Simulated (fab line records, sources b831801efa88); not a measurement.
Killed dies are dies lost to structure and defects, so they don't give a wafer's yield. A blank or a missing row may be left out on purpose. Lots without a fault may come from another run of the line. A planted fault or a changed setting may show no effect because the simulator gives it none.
fab line records | flow sky130
record lots=5 wafers=15 last_day=50
route steps=708 shown VIA3@596 METAL4@598 CAP2M@603
lots that met no fault: from a run of the same line without faults
start_h: hours from the record's first day to the start of the lot's first wafer shown | wait_h: hours since the lot's step before | " the same as in the row above | L1.1+2: a row that stands for several wafers | - no value, or no start given | * or withheld: withheld | < > ~ a bound
route shown NAME@n: a module of which the file shows steps, and the number in the route of the first | usual: mean/standard deviation of fault-free wafers | same: alike in all rows | chamber/n: place in a boat | sites: the reading at each site | _std_site: their standard deviation | _edge_site: outer sites' mean less inner sites' | radius_mm: how far each site lies from the wafer's centre | mask NAME#n: copy n | behind: the tool/chamber that last shaped the wafer | hold: why the lot was held/for how many hours/how that ended | device: the transistor (n, p or np) that didn't switch | end of line: the same wafers' tests at the end of the route | a step without rows: its recipe alone | killed: dies lost to structure and defects at the first sort, not the wafer's yield | map: a wafer's dies, x killed, . not, _ none there
set.NAME: the setting as run; set.NAME@STEP: as run at that earlier step | model.NAME: the simulator's own value behind a step, which no gauge read
lots at some steps of the route; a table a step, a row a wafer
services: from which hour (start_h, from the record's first day; less than 0 if before it) a tool's chamber was out of use, for how many hours, and why
## steps
# step SKY_VIA3_THK_MEAS_23
# recipe thk_meas_gauge=xrf reads=W_of_VIA3_CVD_21
# usual VIA3_W_THK=384/5.5
# columns lot.wafer tool chamber start_h wait_h VIA3_W_THK[nm]
L081.1 film_metro-01 - 985.84 0.1 387
L081.2 " - " " 381
L081.4 " - " " 379
L092.1 film_metro-02 - 1051.37 0.1 385
L092.4 " - " " 383
L092.6 " - " " 387
L094.1 film_metro-02 - 1063.52 0.1 381
L094.3 " - " " 380
L094.5 " - " " 376
L095.1 film_metro-02 - 1071.48 0.1 377
L095.2 " - " " 378
L095.6 " - " " 382
L097.2 film_metro-02 - 1095.40 0.1 378
L097.5 " - " " 383
L097.6 " - " " 385
# step SKY_VIA3_CMP_24
# recipe stop_on=SiO2 t_overpolish_s=20 down_force_psi=3.5 platen_rpm=60 target_thk_nm=0 pad_velocity_m_s=0.94248
# usual motor_current_A=11.1/0.97 overpolish_run_s=20.001/0.0092 time_to_endpoint_s=96/4.2
# columns lot.wafer tool chamber start_h wait_h motor_current_A overpolish_run_s time_to_endpoint_s
L081.4 cmp-02 0 985.90 0.0 12.6 19.987 92
L081.2 " 2 " " 9.6 20.006 96
L081.1 " 3 " " 12.0 19.991 98
L092.1 cmp-02 1 1051.53 0.1 9.5 20.021 100
L092.4 " 2 " " 10.1 20.007 99
L092.6 " 0 " " 11.8 19.995 92
L094.1 cmp-01 3 1063.58 0.1 10.6 19.991 96
L094.3 " 2 " " 11.3 19.995 93
L094.5 " 0 " " 10.7 19.992 97
L095.2 cmp-01 1 1071.54 0.0 11.6 19.991 97
L095.1 " 3 " " 9.8 20.021 97
L095.6 " 2 " " 11.6 20.004 91
L097.2 cmp-01 3 1095.55 0.1 10.5 20.002 97
L097.5 " 1 " " 11.5 19.995 100
L097.6 " 2 " " 11.8 19.990 95
# step SKY_METAL4_SPUTTER_00
# recipe material=Ti target_thk_nm=15 power_w=3000 time_s=10 chamber_pressure_pa=0.4
# usual throttle_valve_pct=29.9/0.85
# same time_s=10
# columns lot.wafer tool chamber start_h wait_h throttle_valve_pct
L081.1 pvd_sputter-04 - 986.20 0.1 30.4
L081.2 " - " " 30.1
L081.4 " - " " 30.0
L092.1 pvd_sputter-04 - 1051.73 0.1 30.3
L092.4 " - " " 30.3
L092.6 " - " " 30.1
L094.1 pvd_sputter-02 - 1063.88 0.2 30.4
L094.3 " - " " 30.6
L094.5 " - " " 30.1
L095.1 pvd_sputter-02 - 1071.84 0.1 30.4
L095.2 " - " " 28.5
L095.6 " - " " 30.2
L097.2 pvd_sputter-04 - 1095.75 0.1 30.4
L097.5 " - " " 30.3
L097.6 " - " " 30.3
# step SKY_METAL4_SPUTTER_01
# recipe material=TiN target_thk_nm=20 power_w=6500 time_s=16.7 chamber_pressure_pa=0.4
# usual throttle_valve_pct=30.0/0.85
# same time_s=16.7
# columns lot.wafer tool chamber start_h wait_h throttle_valve_pct
L081.1 pvd_sputter-04 - 986.22 0.0 30.2
L081.2 " - " " 30.0
L081.4 " - " " 30.1
L092.1 pvd_sputter-04 - 1051.76 0.0 30.3
L092.4 " - " " 30.3
L092.6 " - " " 30.2
L094.1 pvd_sputter-02 - 1063.91 0.0 30.3
L094.3 " - " " 30.4
L094.5 " - " " 30.4
L095.1 pvd_sputter-02 - 1071.86 0.0 30.4
L095.2 " - " " 28.3
L095.6 " - " " 30.5
L097.2 pvd_sputter-04 - 1095.77 0.0 30.3
L097.5 " - " " 30.5
L097.6 " - " " 30.5
# step SKY_METAL4_SPUTTER_02
# recipe material=AlCu target_thk_nm=735 power_w=10600 time_s=39.1 chamber_pressure_pa=0.4
# usual throttle_valve_pct=30.0/0.85
# same time_s=39.1
# columns lot.wafer tool chamber start_h wait_h throttle_valve_pct
L081.1 pvd_sputter-04 - 986.25 0.0 30.3
L081.2 " - " " 30.2
L081.4 " - " " 30.4
L092.1 pvd_sputter-04 - 1051.78 0.0 30.1
L092.4 " - " " 30.6
L092.6 " - " " 30.0
L094.1 pvd_sputter-02 - 1063.93 0.0 30.6
L094.3 " - " " 30.4
L094.5 " - " " 30.5
L095.1 pvd_sputter-02 - 1071.89 0.0 30.5
L095.2 " - " " 28.5
L095.6 " - " " 30.6
L097.2 pvd_sputter-04 - 1095.80 0.0 30.2
L097.5 " - " " 30.5
L097.6 " - " " 30.2
# step SKY_METAL4_SPUTTER_03
# recipe material=Ti target_thk_nm=5 power_w=3000 time_s=3.3 chamber_pressure_pa=0.4
# usual throttle_valve_pct=30.0/0.86
# same time_s=3.3
# columns lot.wafer tool chamber start_h wait_h throttle_valve_pct
L081.1 pvd_sputter-04 - 986.29 0.0 30.5
L081.2 " - " " 30.2
L081.4 " - " " 30.2
L092.1 pvd_sputter-04 - 1051.82 0.0 30.3
L092.4 " - " " 30.6
L092.6 " - " " 30.1
L094.1 pvd_sputter-02 - 1063.97 0.0 30.5
L094.3 " - " " 30.5
L094.5 " - " " 30.2
L095.1 pvd_sputter-02 - 1071.93 0.0 30.3
L095.2 " - " " 28.6
L095.6 " - " " 30.2
L097.2 pvd_sputter-04 - 1095.84 0.0 30.4
L097.5 " - " " 30.4
L097.6 " - " " 30.5
# step SKY_METAL4_SPUTTER_04
# recipe material=TiN target_thk_nm=70 power_w=6500 time_s=58.3 chamber_pressure_pa=0.4
# usual throttle_valve_pct=30.0/0.83
# same time_s=58.3
# columns lot.wafer tool chamber start_h wait_h throttle_valve_pct
L081.1 pvd_sputter-04 - 986.31 0.0 30.4
L081.2 " - " " 30.3
L081.4 " - " " 30.3
L092.1 pvd_sputter-04 - 1051.84 0.0 30.2
L092.4 " - " " 30.2
L092.6 " - " " 30.2
L094.1 pvd_sputter-02 - 1063.99 0.0 30.1
L094.3 " - " " 30.3
L094.5 " - " " 30.3
L095.1 pvd_sputter-02 - 1071.95 0.0 30.5
L095.2 " - " " 28.6
L095.6 " - " " 30.5
L097.2 pvd_sputter-04 - 1095.86 0.0 30.4
L097.5 " - " " 30.3
L097.6 " - " " 30.4
# step SKY_CAP2M_CVD_00
# recipe material=SiO2 target_thk_nm=15.5 temp_c=400 time_s=withheld rf_w=450
# usual heater_power_w=718/82
# columns lot.wafer tool chamber start_h wait_h heater_power_w
L081.1 pecvd-01 2 986.35 0.0 648
L081.2 " 0 " " 630
L081.4 " 2 " " 635
L092.1 pecvd-01 0 1051.89 0.0 675
L092.4 " 1 " " 700
L092.6 " 2 " " 744
L094.1 pecvd-01 2 1064.04 0.0 712
L094.3 " 0 " " 662
L094.5 " 1 " " 760
L095.1 pecvd-04 2 1071.99 0.0 776
L095.2 " 1 " " 762
L095.6 " 2 " " 731
L097.2 pecvd-01 0 1095.91 0.0 670
L097.5 " 1 " " 785
L097.6 " 2 " " 623
# step SKY_CAP2M_THK_MEAS_01
# recipe reads=SiO2_of_CAP2M_CVD_00
# usual CAP2M_CVD_00_THK=15.44/0.22
# columns lot.wafer tool chamber start_h wait_h CAP2M_CVD_00_THK[nm]
L081.1 film_metro-01 - 986.38 - 15.46
L081.2 " - " " 15.06
L081.4 " - " " 15.66
L092.1 film_metro-04 - 1051.91 - 15.40
L092.4 " - " " 15.83
L092.6 " - " " 15.70
L094.1 film_metro-04 - 1064.06 - 15.42
L094.3 " - " " 15.29
L094.5 " - " " 15.53
L095.1 film_metro-01 - 1072.02 - 14.94
L095.2 " - " " 15.31
L095.6 " - " " 15.23
L097.2 film_metro-04 - 1095.94 - 15.03
L097.5 " - " " 15.44
L097.6 " - " " 15.58
# step SKY_CAP2M_SPUTTER_02
# recipe material=TiN target_thk_nm=200 temp_c=300 power_w=6500 time_s=166.7 chamber_pressure_pa=0.4
# usual throttle_valve_pct=30.2/1.1
# same time_s=166.7
# columns lot.wafer tool chamber start_h wait_h throttle_valve_pct
L081.1 pvd_sputter-03 - 986.44 0.1 31.5
L081.2 " - " " 30.3
L081.4 " - " " 30.1
L092.1 pvd_sputter-03 - 1051.97 0.1 31.5
L092.4 " - " " 30.6
L092.6 " - " " 29.2
L094.1 pvd_sputter-03 - 1064.12 0.1 29.2
L094.3 " - " " 30.6
L094.5 " - " " 30.1
L095.1 pvd_sputter-03 - 1072.08 0.1 29.1
L095.2 " - " " 30.6
L095.6 " - " " 30.0
L097.2 pvd_sputter-01 - 1095.99 0.0 29.8
L097.5 " - " " 32.4
L097.6 " - " " 30.3
# step SKY_CAP2M_RS_MEAS_03
# recipe thk_meas_gauge=four-point-probe reads=TiN_of_CAP2M_SPUTTER_02
# usual CAP2M_TIN_RS=6.91/0.097
# columns lot.wafer tool chamber start_h wait_h CAP2M_TIN_RS[ohm/sq]
L081.1 film_metro-03 - 986.55 0.1 6.85
L081.2 " - " " 6.81
L081.4 " - " " 6.83
L092.1 film_metro-03 - 1052.08 0.1 6.90
L092.4 " - " " 7.09
L092.6 " - " " 6.91
L094.1 film_metro-01 - 1064.23 0.1 6.94
L094.3 " - " " 7.03
L094.5 " - " " 6.86
L095.1 film_metro-03 - 1072.19 0.1 6.83
L095.2 " - " " 6.92
L095.6 " - " " 6.79
L097.2 film_metro-04 - 1096.12 0.1 6.84
L097.5 " - " " 6.76
L097.6 " - " " 6.86
# step SKY_CAP2M_THK_MEAS_04
# recipe thk_meas_gauge=xrf reads=TiN_of_CAP2M_SPUTTER_02
# usual CAP2M_TIN_THK=200.0/2.6
# columns lot.wafer tool chamber start_h wait_h CAP2M_TIN_THK[nm]
L081.1 film_metro-03 - 986.67 0.1 201.0
L081.2 " - " " 203.2
L081.4 " - " " 202.0
L092.1 film_metro-03 - 1052.20 0.1 200.1
L092.4 " - " " 195.7
L092.6 " - " " 199.4
L094.1 film_metro-01 - 1064.35 0.1 200.2
L094.3 " - " " 197.8
L094.5 " - " " 202.3
L095.1 film_metro-03 - 1072.31 0.1 202.8
L095.2 " - " " 199.6
L095.6 " - " " 202.4
L097.2 film_metro-04 - 1096.23 0.1 199.4
L097.5 " - " " 203.8
L097.6 " - " " 200.6
# step SKY_CAP2M_DEHYDRATE_05
# recipe temp_c=200 time_s=60
# usual exhaust_pa=44.8/0.93 plate_temp_C=199.97/0.16 resist_line_temp_C=23.02/0.11
# same time_s=60
# columns lot.wafer tool chamber start_h wait_h exhaust_pa plate_temp_C resist_line_temp_C
L081.1 litho_track-01 0 998.21 11.5 45.4 199.73 22.86
L081.2 " 0 " " 45.7 199.84 22.96
L081.4 " 0 " " 44.5 199.92 23.04
L092.1 litho_track-01 0 1062.11 9.9 44.6 200.07 23.12
L092.4 " 0 " " 44.3 199.97 23.07
L092.6 " 0 " " 44.2 200.08 23.04
L094.1 litho_track-03 0 1074.52 10.2 45.4 200.16 23.09
L094.3 " 0 " " 44.0 199.88 23.04
L094.5 " 0 " " 43.7 199.99 23.12
L095.1 litho_track-04 0 1081.31 9.0 44.0 200.17 22.89
L095.2 " 0 " " 44.8 200.38 23.00
L095.6 " 0 " " 44.6 200.40 22.96
L097.2 litho_track-04 0 1105.13 8.9 45.0 200.29 23.05
L097.5 " 0 " " 44.0 200.00 23.01
L097.6 " 0 " " 45.5 200.05 23.06
# step SKY_CAP2M_HMDS_06
# recipe prime_time_s=60 prime_temp_c=120
# usual exhaust_pa=45.2/0.97 resist_line_temp_C=23.02/0.096
# columns lot.wafer tool chamber start_h wait_h exhaust_pa resist_line_temp_C
L081.1 litho_track-01 0 998.36 0.1 45.1 23.19
L081.2 " 0 " " 44.8 23.00
L081.4 " 0 " " 44.9 23.01
L092.1 litho_track-01 0 1062.26 0.1 45.2 22.84
L092.4 " 0 " " 45.5 22.90
L092.6 " 0 " " 45.9 23.06
L094.1 litho_track-03 0 1074.67 0.1 45.1 23.06
L094.3 " 0 " " 45.0 23.25
L094.5 " 0 " " 46.0 23.23
L095.1 litho_track-04 0 1081.46 0.1 46.3 23.18
L095.2 " 0 " " 45.1 22.98
L095.6 " 0 " " 45.5 22.99
L097.2 litho_track-04 0 1105.28 0.1 44.2 22.99
L097.5 " 0 " " 45.2 22.97
L097.6 " 0 " " 45.9 23.07
# step SKY_CAP2M_COAT_07
# recipe resist=NOVOLAK spin_rpm=3000 resist_thk_nm=1140
# usual dispense_pressure_kPa=51.4/1.7 exhaust_pa=45.2/0.94 resist_line_temp_C=22.98/0.082
# columns lot.wafer tool chamber start_h wait_h dispense_pressure_kPa exhaust_pa resist_line_temp_C
L081.1 litho_track-01 0 998.51 0.1 53.9 44.2 22.82
L081.2 " 0 " " 53.9 45.2 22.99
L081.4 " 0 " " 53.9 44.4 22.83
L092.1 litho_track-01 0 1062.41 0.1 53.9 46.4 22.88
L092.4 " 0 " " 53.9 46.2 23.13
L092.6 " 0 " " 53.9 46.8 22.83
L094.1 litho_track-03 0 1074.82 0.1 49.2 45.0 22.87
L094.3 " 0 " " 49.1 46.7 22.78
L094.5 " 0 " " 49.1 46.0 22.99
L095.1 litho_track-04 0 1081.61 0.1 51.8 44.2 22.98
L095.2 " 0 " " 51.8 44.3 23.04
L095.6 " 0 " " 51.8 44.5 22.99
L097.2 litho_track-04 0 1105.43 0.1 51.8 46.5 22.94
L097.5 " 0 " " 51.8 46.0 22.92
L097.6 " 0 " " 51.8 46.4 23.06
# step SKY_CAP2M_SOFTBAKE_08
# recipe temp_c=90 time_s=60 resist=NOVOLAK
# usual exhaust_pa=44.9/0.84 plate_temp_C=89.99/0.14 resist_line_temp_C=23.00/0.1
# same time_s=60
# columns lot.wafer tool chamber start_h wait_h exhaust_pa plate_temp_C resist_line_temp_C
L081.1 litho_track-01 0 998.66 0.1 45.6 90.06 22.99
L081.2 " 0 " " 45.2 89.85 23.06
L081.4 " 0 " " 45.9 89.93 23.12
L092.1 litho_track-01 0 1062.56 0.1 45.6 89.90 22.85
L092.4 " 0 " " 45.3 89.89 22.90
L092.6 " 0 " " 44.7 89.97 22.97
L094.1 litho_track-03 0 1074.97 0.1 44.6 90.12 22.99
L094.3 " 0 " " 44.8 89.94 23.04
L094.5 " 0 " " 45.5 89.96 23.06
L095.1 litho_track-04 0 1081.76 0.1 46.6 89.94 22.94
L095.2 " 0 " " 44.6 90.07 23.15
L095.6 " 0 " " 45.8 89.76 22.98
L097.2 litho_track-04 0 1105.58 0.1 45.1 90.19 22.90
L097.5 " 0 " " 44.4 90.06 22.73
L097.6 " 0 " " 44.9 90.11 22.87
# step SKY_CAP2M_EXPOSE_09
# recipe mask_id=CAP2M na=0.6 source_shape=conventional sigma_outer=0.6 polarization=unpolarized target_cd_nm=1000 dose_mj=159
# usual exposure_dose_mJ_cm2=159.02/0.13 focus_offset_nm=0.0/0.5
# columns lot.wafer tool chamber start_h wait_h mask exposure_dose_mJ_cm2 focus_offset_nm
L081.1 iline_stepper-02 0 - - CAP2M#0 159.10 0.4
L081.2 " 0 " " CAP2M#0 158.98 -0.1
L081.4 " 0 " " CAP2M#0 159.16 -0.2
L092.1 iline_stepper-01 0 - - CAP2M#0 159.30 1.1
L092.4 " 0 " " CAP2M#0 159.09 0.3
L092.6 " 0 " " CAP2M#0 159.18 0.4
L094.1 iline_stepper-02 0 - - CAP2M#0 159.13 0.5
L094.3 " 0 " " CAP2M#0 158.98 -0.4
L094.5 " 0 " " CAP2M#0 159.25 0.3
L095.1 iline_stepper-01 0 - - CAP2M#0 158.81 -0.2
L095.2 " 0 " " CAP2M#0 159.06 0.1
L095.6 " 0 " " CAP2M#0 159.07 0.7
L097.2 iline_stepper-01 0 - - CAP2M#0 158.89 0.5
L097.5 " 0 " " CAP2M#0 159.01 0.4
L097.6 " 0 " " CAP2M#0 158.82 0.6
# step SKY_CAP2M_PEB_10
# recipe temp_c=withheld time_s=* resist=NOVOLAK
# usual exhaust_pa=44.8/0.88 resist_line_temp_C=*
# same time_s=*
# columns lot.wafer tool chamber start_h wait_h exhaust_pa resist_line_temp_C
L081.1 litho_track-03 0 - - 43.6 *
L081.2 " 0 " " 44.0 *
L081.4 " 0 " " 44.5 *
L092.1 litho_track-03 0 - - 46.9 *
L092.4 " 0 " " 46.9 *
L092.6 " 0 " " 45.3 *
L094.1 litho_track-04 0 - - 44.9 *
L094.3 " 0 " " 43.8 *
L094.5 " 0 " " 44.8 *
L095.1 litho_track-04 0 - - 44.8 *
L095.2 " 0 " " 44.8 *
L095.6 " 0 " " 45.2 *
L097.2 litho_track-01 0 - - 44.4 *
L097.5 " 0 " " 44.4 *
L097.6 " 0 " " 45.2 *
# step SKY_CAP2M_DEVELOP_11
# recipe resist=NOVOLAK developer=TMAH develop_time_s=60 dev_temp_c=23
# usual exhaust_pa=44.9/0.89 resist_line_temp_C=22.99/0.11
# same develop_time_s=60
# columns lot.wafer tool chamber start_h wait_h exhaust_pa resist_line_temp_C
L081.1 litho_track-03 0 1009.72 0.1 44.5 22.97
L081.2 " 0 " " 44.9 22.89
L081.4 " 0 " " 45.0 23.00
L092.1 litho_track-03 0 1073.72 0.1 44.5 23.14
L092.4 " 0 " " 44.1 23.06
L092.6 " 0 " " 46.0 23.16
L094.1 litho_track-04 0 1084.41 0.1 44.3 23.16
L094.3 " 0 " " 44.9 22.97
L094.5 " 0 " " 43.6 22.96
L095.1 litho_track-04 0 1092.21 0.1 44.9 22.99
L095.2 " 0 " " 46.1 23.12
L095.6 " 0 " " 45.0 23.04
L097.2 litho_track-01 0 1115.54 0.1 46.8 23.11
L097.5 " 0 " " 45.5 23.16
L097.6 " 0 " " 45.8 23.05
# step SKY_CAP2M_OVL_MEAS_12
# usual CAP2M_OVL=-0.4/1.5
# columns lot.wafer tool chamber start_h wait_h CAP2M_OVL[nm]
L081.1 overlay-01 - 1009.87 0.1 -0.8
L081.2 " - " " 0.2
L081.4 " - " " 0.7
L092.1 overlay-02 - 1073.87 0.1 -1.9
L092.4 " - " " -1.8
L092.6 " - " " -0.9
L094.1 overlay-01 - 1084.56 0.1 2.8
L094.3 " - " " 2.1
L094.5 " - " " 2.9
L095.1 overlay-01 - 1092.36 0.1 -1.1
L095.2 " - " " 0.3
L095.6 " - " " 0.4
L097.2 overlay-02 - 1115.67 0.1 -1.6
L097.5 " - " " -0.7
L097.6 " - " " -2.7
# step SKY_CAP2M_METAL_ETCH_13
# recipe target_depth_nm=220 stop_on=SiO2 chemistry=Cl2/BCl3 target=TiN pressure_mtorr=10 icp_w=900 bias_w=48.5 Cl2_flow_sccm=60 bcl3_flow_sccm=30 time_s=62.9
# usual drypump_motor_current_A=5.9/0.39 oes_product_au=0.941/0.0079 throttle_valve_pct=21.901/0.011
# same time_s=62.9
# columns lot.wafer tool chamber start_h wait_h drypump_motor_current_A oes_product_au rf_hours_counter_h throttle_valve_pct
L081.1 rie_metal-02 0 1009.91 0.0 6.1 0.945 18 21.902
L081.2 " 1 " " 5.7 0.944 7 21.887
L081.4 " 1 " " 5.7 0.951 - 21.900
L092.1 rie_metal-01 0 1073.91 0.0 6.3 0.948 24 21.899
L092.4 " 1 " " 6.4 0.918 - 21.913
L092.6 " 0 " " 6.3 0.936 - 21.924
L094.1 rie_metal-04 0 1084.59 0.0 5.7 0.936 24 21.903
L094.3 " 0 " " 5.7 0.934 - 21.910
L094.5 " 0 " " 5.7 0.946 - 21.897
L095.1 rie_metal-02 1 1092.39 0.0 5.7 0.940 13 21.896
L095.2 " 0 " " 6.0 0.941 24 21.920
L095.6 " 1 " " 5.7 0.943 - 21.897
L097.2 rie_metal-02 0 1115.70 0.0 6.1 0.946 25 21.893
L097.5 " 1 " " 5.7 0.944 - 21.877
L097.6 " 0 " " 6.1 0.945 - 21.907
# step SKY_CAP2M_STRIP_14
# recipe chemistry=O2/N2 power_w=1400 pressure_mtorr=1500 platen_temp_c=withheld o2_flow_sccm=3000 n2_flow_sccm=300 overash_fraction=0.5
# usual drypump_motor_current_A=5.9/0.3 oes_product_au=0.710/0.004 strip_time_to_endpoint_s=12.65/0.053
# columns lot.wafer tool chamber start_h wait_h drypump_motor_current_A oes_product_au rf_hours_counter_h strip_time_to_endpoint_s
L081.1 plasma_asher-02 0 1009.98 0.1 5.5 0.706 116 12.61
L081.2 " 1 " " 6.2 0.713 116 12.64
L081.4 " 0 " " 5.5 0.708 - 12.60
L092.1 plasma_asher-04 0 1073.98 0.1 6.0 0.705 56 12.67
L092.4 " 0 " " 6.0 0.713 - 12.67
L092.6 " 1 " " 6.2 0.707 - 12.62
L094.1 plasma_asher-04 1 1084.67 0.1 6.1 0.708 58 12.63
L094.3 " 0 " " 6.0 0.712 - 12.63
L094.5 " 1 " " 6.1 0.714 - 12.63
L095.1 plasma_asher-02 1 1092.47 0.1 6.2 0.720 3 12.59
L095.2 " 0 " " 5.5 0.712 3 12.65
L095.6 " 0 " " 5.6 0.709 - 12.62
L097.2 plasma_asher-03 0 1115.78 0.1 5.4 0.713 34 12.64
L097.5 " 1 " " 6.1 0.710 - 12.67
L097.6 " 0 " " 5.4 0.709 - 12.66
# step SKY_CAP2M_STRIP_15
# recipe chemistry=post_etch_residue_remover time_s=1200 temp_c=72.5
# usual bath_guard_temp_C=72.6/0.57
# same time_s=1200
# columns lot.wafer tool chamber start_h wait_h bath_guard_temp_C
L081.1 wet_bench-04 2 1010.09 0.1 71.8
L081.2 " 2 " " 72.2
L081.4 " 2 " " 72.0
L092.1 wet_bench-04 3 1074.08 0.1 72.4
L092.4 " 3 " " 72.3
L092.6 " 3 " " 72.4
L094.1 wet_bench-04 3 1084.77 0.1 72.2
L094.3 " 3 " " 72.2
L094.5 " 3 " " 72.3
L095.1 wet_bench-02 3 1092.57 0.1 71.7
L095.2 " 3 " " 71.4
L095.6 " 3 " " 71.3
L097.2 wet_bench-02 0 1115.88 0.1 72.0
L097.5 " 0 " " 72.0
L097.6 " 0 " " 72.3
# step SKY_CAP2M_CLEAN_16
# recipe chemistry=IPA time_s=180 temp_c=25
# same time_s=180
# columns lot.wafer tool chamber start_h wait_h
L081.1+2+4 wet_bench-04 3 1010.47 0.0
L092.1+4+6 wet_bench-02 1 1074.43 0.0
L094.1+3+5 wet_bench-03 0 1085.11 0.0
L095.1+2+6 wet_bench-03 2 1092.91 0.0
L097.2+5+6 wet_bench-03 0 1116.56 0.0
# step SKY_CAP2M_CLEAN_17
# recipe chemistry=O3/DIW dry=n2_spin
# columns lot.wafer tool chamber start_h wait_h
L081.1+2+4 wet_bench-03 1 1010.53 0.0
L092.1+4+6 wet_bench-03 0 1074.48 0.0
L094.1+3+5 wet_bench-04 2 1085.17 0.0
L095.1+2+6 wet_bench-04 3 1092.98 0.0
L097.2+5+6 wet_bench-04 3 1116.62 0.0
# step SKY_METAL4_DEHYDRATE_05
# recipe temp_c=200 time_s=60
# usual exhaust_pa=45.3/0.89 plate_temp_C=200.07/0.16 resist_line_temp_C=22.98/0.11
# same time_s=60
# columns lot.wafer tool chamber start_h wait_h exhaust_pa plate_temp_C resist_line_temp_C
L081.1 litho_track-01 0 1021.91 11.3 45.0 200.26 22.89
L081.2 " 0 " " 45.3 200.12 23.05
L081.4 " 0 " " 43.8 199.75 22.95
L092.1 litho_track-02 0 1083.49 8.9 45.2 199.91 23.01
L092.4 " 0 " " 43.5 200.40 23.04
L092.6 " 0 " " 44.7 200.00 23.03
L094.1 litho_track-04 0 1095.81 10.5 45.3 200.20 23.00
L094.3 " 0 " " 44.4 200.10 23.05
L094.5 " 0 " " 45.4 200.16 23.09
L095.1 litho_track-01 0 1102.01 8.9 44.5 200.49 22.76
L095.2 " 0 " " 45.8 200.56 22.93
L095.6 " 0 " " 46.0 200.22 23.04
L097.2 litho_track-04 0 1125.28 8.5 43.8 199.98 22.86
L097.5 " 0 " " 44.6 200.06 23.02
L097.6 " 0 " " 44.4 200.13 22.77
# step SKY_METAL4_HMDS_06
# recipe prime_time_s=60 prime_temp_c=120
# usual exhaust_pa=45.1/0.94 resist_line_temp_C=22.99/0.1
# columns lot.wafer tool chamber start_h wait_h exhaust_pa resist_line_temp_C
L081.1 litho_track-01 0 1022.06 0.1 44.3 22.98
L081.2 " 0 " " 44.2 23.12
L081.4 " 0 " " 44.7 23.07
L092.1 litho_track-02 0 1083.64 0.1 47.3 22.94
L092.4 " 0 " " 45.9 22.77
L092.6 " 0 " " 45.0 22.87
L094.1 litho_track-04 0 1095.96 0.1 45.1 23.09
L094.3 " 0 " " 46.1 22.93
L094.5 " 0 " " 45.7 23.05
L095.1 litho_track-01 0 1102.16 0.1 45.4 23.06
L095.2 " 0 " " 46.9 22.95
L095.6 " 0 " " 46.7 22.83
L097.2 litho_track-04 0 1125.43 0.1 45.3 23.03
L097.5 " 0 " " 46.2 23.07
L097.6 " 0 " " 45.2 22.97
# step SKY_METAL4_COAT_07
# recipe resist=BARC temp_c=withheld time_s=withheld spin_rpm=3000 resist_thk_nm=60
# usual dispense_pressure_kPa=52.4/1.5 exhaust_pa=45.1/0.93 resist_line_temp_C=*
# columns lot.wafer tool chamber start_h wait_h dispense_pressure_kPa exhaust_pa resist_line_temp_C
L081.1 litho_track-01 0 1022.21 0.1 53.9 44.1 *
L081.2 " 0 " " 53.9 46.1 *
L081.4 " 0 " " 53.9 44.4 *
L092.1 litho_track-02 0 1083.79 0.1 50.4 43.6 *
L092.4 " 0 " " 50.4 45.3 *
L092.6 " 0 " " 50.4 43.2 *
L094.1 litho_track-04 0 1096.11 0.1 51.8 44.8 *
L094.3 " 0 " " 51.7 44.7 *
L094.5 " 0 " " 51.8 45.8 *
L095.1 litho_track-01 0 1102.31 0.1 53.9 45.3 *
L095.2 " 0 " " 53.9 45.2 *
L095.6 " 0 " " 53.9 46.0 *
L097.2 litho_track-04 0 1125.58 0.1 51.8 46.8 *
L097.5 " 0 " " 51.8 45.0 *
L097.6 " 0 " " 51.8 45.3 *
# step SKY_METAL4_COAT_08
# recipe resist=KrF-thick spin_rpm=3000 resist_thk_nm=1140
# usual dispense_pressure_kPa=52.4/1.5 exhaust_pa=44.8/0.98 resist_line_temp_C=23.01/0.1
# columns lot.wafer tool chamber start_h wait_h dispense_pressure_kPa exhaust_pa resist_line_temp_C
L081.1 litho_track-01 0 - - 53.9 44.2 23.08
L081.2 " 0 " " 53.9 44.6 22.99
L081.4 " 0 " " 53.9 43.6 22.90
L092.1 litho_track-02 0 - - 50.4 45.6 22.94
L092.4 " 0 " " 50.4 46.0 22.98
L092.6 " 0 " " 50.4 45.9 23.11
L094.1 litho_track-04 0 - - 51.8 45.1 22.91
L094.3 " 0 " " 51.8 44.3 22.91
L094.5 " 0 " " 51.8 44.2 22.98
L095.1 litho_track-01 0 - - 53.9 43.3 23.16
L095.2 " 0 " " 53.9 43.1 23.10
L095.6 " 0 " " 53.9 42.0 23.07
L097.2 litho_track-04 0 - - 51.8 44.3 22.95
L097.5 " 0 " " 51.8 43.4 23.00
L097.6 " 0 " " 51.8 43.8 22.98
# step SKY_METAL4_SOFTBAKE_09
# recipe temp_c=100 time_s=90 resist=KrF-thick
# usual exhaust_pa=44.9/0.95 plate_temp_C=100.00/0.14 resist_line_temp_C=23.00/0.097
# same time_s=90
# columns lot.wafer tool chamber start_h wait_h exhaust_pa plate_temp_C resist_line_temp_C
L081.1 litho_track-01 0 - - 45.5 100.22 22.92
L081.2 " 0 " " 45.4 100.22 23.00
L081.4 " 0 " " 46.1 100.23 22.91
L092.1 litho_track-02 0 - - 43.5 99.77 23.08
L092.4 " 0 " " 45.0 99.83 22.94
L092.6 " 0 " " 44.6 99.87 23.01
L094.1 litho_track-04 0 - - 45.9 100.08 23.00
L094.3 " 0 " " 46.1 99.87 22.99
L094.5 " 0 " " 45.2 100.05 23.02
L095.1 litho_track-01 0 - - 43.9 99.99 22.95
L095.2 " 0 " " 45.1 99.91 22.89
L095.6 " 0 " " 46.1 99.75 22.88
L097.2 litho_track-04 0 - - 44.1 99.94 23.19
L097.5 " 0 " " 45.6 99.87 23.17
L097.6 " 0 " " 44.6 99.97 23.04
## services
# columns tool chamber start_h hours kind
pvd_sputter-04 - 963.24 1.5 repair
iline_stepper-01 - 969.29 1.7 pm
cmp-01 - 981.87 5.2 pm
rie_metal-04 1 998.52 13.1 repair
wet_bench-02 - 1001.09 3.1 repair
iline_stepper-01 - 1002.85 4.4 pm
pvd_sputter-02 - 1011.12 0.8 repair
iline_stepper-02 - 1012.56 1.7 pm
cmp-02 - 1012.63 4.0 repair
cmp-01 - 1015.11 1.5 repair
plasma_asher-03 - 1018.32 4.3 pm
rie_metal-04 - 1025.57 1.0 repair
cmp-01 - 1030.60 0.5 repair
pecvd-01 0 1032.82 3.6 repair
rie_metal-04 - 1035.37 1.1 repair
rie_metal-04 - 1037.63 4.3 pm
cmp-01 - 1046.85 1.7 repair
plasma_asher-02 - 1055.25 9.0 pm
iline_stepper-02 - 1055.26 4.4 pm
iline_stepper-01 - 1082.90 7.1 repair
cmp-01 - 1084.04 4.0 pm
cmp-02 - 1084.58 1.6 repair
plasma_asher-02 - 1108.61 1.0 repair
iline_stepper-01 - 1110.02 5.7 repair
## key
fault none
